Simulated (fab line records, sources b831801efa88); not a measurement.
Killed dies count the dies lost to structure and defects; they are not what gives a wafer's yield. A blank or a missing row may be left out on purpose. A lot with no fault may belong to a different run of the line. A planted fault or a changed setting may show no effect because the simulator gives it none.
Which of the tools did it?	flow sky130	Sampling: 13 lots, 39 wafers, 5 of 708 route steps

WHAT THE GAUGES SHOWED, per wafer
SKY_FIELD_ISO_THK_MEAS_02. Usual: FIELD_ISO_OXIDATION_00_THK 11.99 nm, standard deviation 0.17.
lot	measured	on	FIELD_ISO_OXIDATION_00_THK (nm)	flag
L425	day 1 17:35	filmMetro-01	11.90 12.21 12.10	
L426	day 1 23:00	filmMetro-01	12.09 12.23 11.91	
L428	day 2 08:39	filmMetro-04	11.52 11.52 11.64	
L429	day 2 12:38	filmMetro-04	11.95 12.28 11.94	
L430	day 2 17:38	filmMetro-02	12.02 12.03 11.90	
L431	day 2 23:22	filmMetro-01	11.81 12.06 12.09	
L432	day 3 04:46	filmMetro-02	11.63 11.71 11.83	
L433	day 3 09:19	filmMetro-02	12.07 12.30 11.95	
L434	day 3 13:42	filmMetro-04	12.04 11.92 12.12	
L440	day 4 21:25	filmMetro-04	12.04 12.16 12.20	
L441	day 5 01:36	filmMetro-04	12.00 12.10 12.08	
L444	day 5 15:38	filmMetro-02	11.79 11.89 12.05	
L446	day 6 02:01	filmMetro-04	11.77 11.86 11.85	

SKY_FIELD_ISO_THK_MEAS_23. Usual: FIELD_ISO_OXIDATION_01_THK 10.01 nm, standard deviation 0.17.
lot	measured	on	FIELD_ISO_OXIDATION_01_THK (nm)	flag
L425	day 2 12:40	filmMetro-02	10.01 9.88 9.96	
L426	day 2 21:52	filmMetro-01	9.88 9.93 10.02	
L428	day 3 05:56	filmMetro-01	10.07 9.98 10.13	
L429	day 3 08:32	filmMetro-02	10.17 9.92 10.12	
L430	day 3 14:52	filmMetro-02	9.87 9.84 9.78	
L431	day 3 19:49	filmMetro-02	9.90 9.89 9.86	
L432	day 4 02:05	filmMetro-01	10.07 9.97 10.10	
L433	day 4 07:18	filmMetro-01	9.81 9.91 9.83	
L434	day 4 11:32	filmMetro-02	10.12 10.00 10.26	
L440	day 5 21:16	filmMetro-02	10.07 10.02 10.03	
L441	day 6 02:27	filmMetro-02	10.26 10.40 10.45	
L444	day 6 15:26	filmMetro-04	10.20 10.16 10.05	
L446	day 7 00:23	filmMetro-01	10.05 9.87 9.80	

SKY_PWDE_OVL_MEAS_07. Usual: PWDE_OVL 0.4 nm, standard deviation 1.5.
lot	measured	on	PWDE_OVL (nm)	flag
L425	day 4 02:05	overlay-01	3.8 3.4 2.9	
L426	day 4 11:17	overlay-01	-1.9 -2.4 -1.8	
L428	day 4 20:26	overlay-02	4.6 3.3 3.7	
L429	day 4 23:21	overlay-02	0.6 -0.6 0.1	
L430	day 5 04:38	overlay-01	0.6 0.8 0.4	
L431	day 5 11:29	overlay-01	1.3 0.1 1.1	
L432	day 5 18:00	overlay-01	0.3 -0.2 0.2	
L433	day 6 00:03	overlay-02	0.2 0.0 -0.3	
L434	day 6 08:56	overlay-01	-1.5 -2.8 -1.6	
L440	day 7 17:02	overlay-01	-2.4 0.4 -1.1	
L441	day 7 21:57	overlay-01	1.0 0.5 -0.1	
L444	day 8 13:30	overlay-01	-1.2 -2.5 -2.1	
L446	day 9 00:02	overlay-01	1.8 1.4 3.2	

SKY_NWELL_RS_MEAS_31: uses a four-point probe to measure. Usual: PWDE_RS 5271 ohm/sq, standard deviation 17.
lot	measured	on	PWDE_RS (ohm/sq)	flag
L425	day 5 13:47	filmMetro-02	5281 5254 5273	
L426	day 6 00:13	filmMetro-04	5258 5266 5263	
L428	day 6 09:59	filmMetro-03	5253 5274 5257	
L429	day 6 13:29	filmMetro-04	5266 5275 5279	
L430	day 6 18:59	filmMetro-03	5271 5275 5291	
L431	day 7 02:40	filmMetro-04	5312 5301 5301	
L432	day 7 09:37	filmMetro-04	5259 5265 5267	
L433	day 7 16:16	filmMetro-03	5272 5258 5276	
L434	day 8 02:10	filmMetro-04	5251 5249 5269	
L440	day 9 13:03	filmMetro-04	5344 5327 5345	OFF
L441	day 9 18:12	filmMetro-03	5382 5378 5357	OFF
L444	day 10 10:59	filmMetro-03	5253 5245 5251	
L446	day 10 20:17	filmMetro-04	5277 5297 5302	

EACH LOT AND THE TOOL THAT RAN IT (in order: tool; ch and the chambers of the sampled wafers; start)
lot	SKY_PWDE_IMPLANT_08
L425	implanter-03 ch 0, day 4 02:07
L426	implanter-02 ch 0, day 4 11:19
L428	implanter-02 ch 0, day 4 20:28
L429	implanter-02 ch 0, day 4 23:23
L430	implanter-04 ch 0, day 5 04:40
L431	implanter-03 ch 0, day 5 11:31
L432	implanter-02 ch 0, day 5 18:02
L433	implanter-04 ch 0, day 6 00:05
L434	implanter-03 ch 0, day 6 09:00
L440	implanter-04 ch 0, day 7 17:06
L441	implanter-04 ch 0, day 7 22:01
L444	implanter-02 ch 0, day 8 13:32
L446	implanter-03 ch 0, day 9 00:05
- SKY_PWDE_IMPLANT_08

WHAT THE TOOLS THEMSELVES READ (means of the sampled wafers that have a number; where no wafer has one, the mark that the record gives instead)
SKY_PWDE_IMPLANT_08. Usual: doseIonsCm2 3.6e+12, standard deviation 3.9e+09.
lot	tool	doseIonsCm2	flag
L425	implanter-03	3.6e+12	
L426	implanter-02	3.6e+12	
L428	implanter-02	3.6e+12	
L429	implanter-02	3.6e+12	
L430	implanter-04	3.6e+12	
L431	implanter-03	3.6e+12	
L432	implanter-02	3.6e+12	
L433	implanter-04	3.6e+12	
L434	implanter-03	3.6e+12	
L440	implanter-04	3.5e+12	OFF
L441	implanter-04	3.5e+12	OFF
L444	implanter-02	3.6e+12	
L446	implanter-03	3.6e+12	

THE ANSWER, worked out from the rows above alone
Rule: a lot is off if the mean of its wafers that have a number lies more than 3 standard deviations from the usual mean. A lot without any number at a reading at which 4 lots or more have one is off too. The other lots that the step has rows for count as sound. First the gauges in route order, then the tools' own readings, where a lot's mean is used as printed above. At the first step where some lot is off, the reading lying furthest off is the one used; lots without a number count as furthest.
Off: at SKY_NWELL_RS_MEAS_31 (PWDE_RS), L440, L441.
A tool fits if, at a process step before that reading, it ran every lot that is off, and no sound lot after the first of them. Not tried: the gauges at SKY_NWELL_RS_MEAS_31; whatever is off there is also off at SKY_PWDE_IMPLANT_08, on other tools, and gauge error can't account for it. One fits: SKY_PWDE_IMPLANT_08 on implanter-04. A fault onset in the window from L433 (day 6 00:05, its last sound lot) to L440 (day 7 17:06, its first lot off) fits.
The tool's own readings at SKY_PWDE_IMPLANT_08 bear it out: on the lots that are off they differ by more than 5 times the standard deviation of the sound lots' means. doseIonsCm2 reads 3.5e+12 there against 3.6e+12 on the sound lots.

WHAT HAD BEEN PUT IN BY THE SIMULATOR
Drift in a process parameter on implanter-04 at SKY_PWDE_IMPLANT_08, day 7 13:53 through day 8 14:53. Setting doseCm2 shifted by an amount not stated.
Shown lots that were struck: L440, L441. The rule given above showed the same thing.
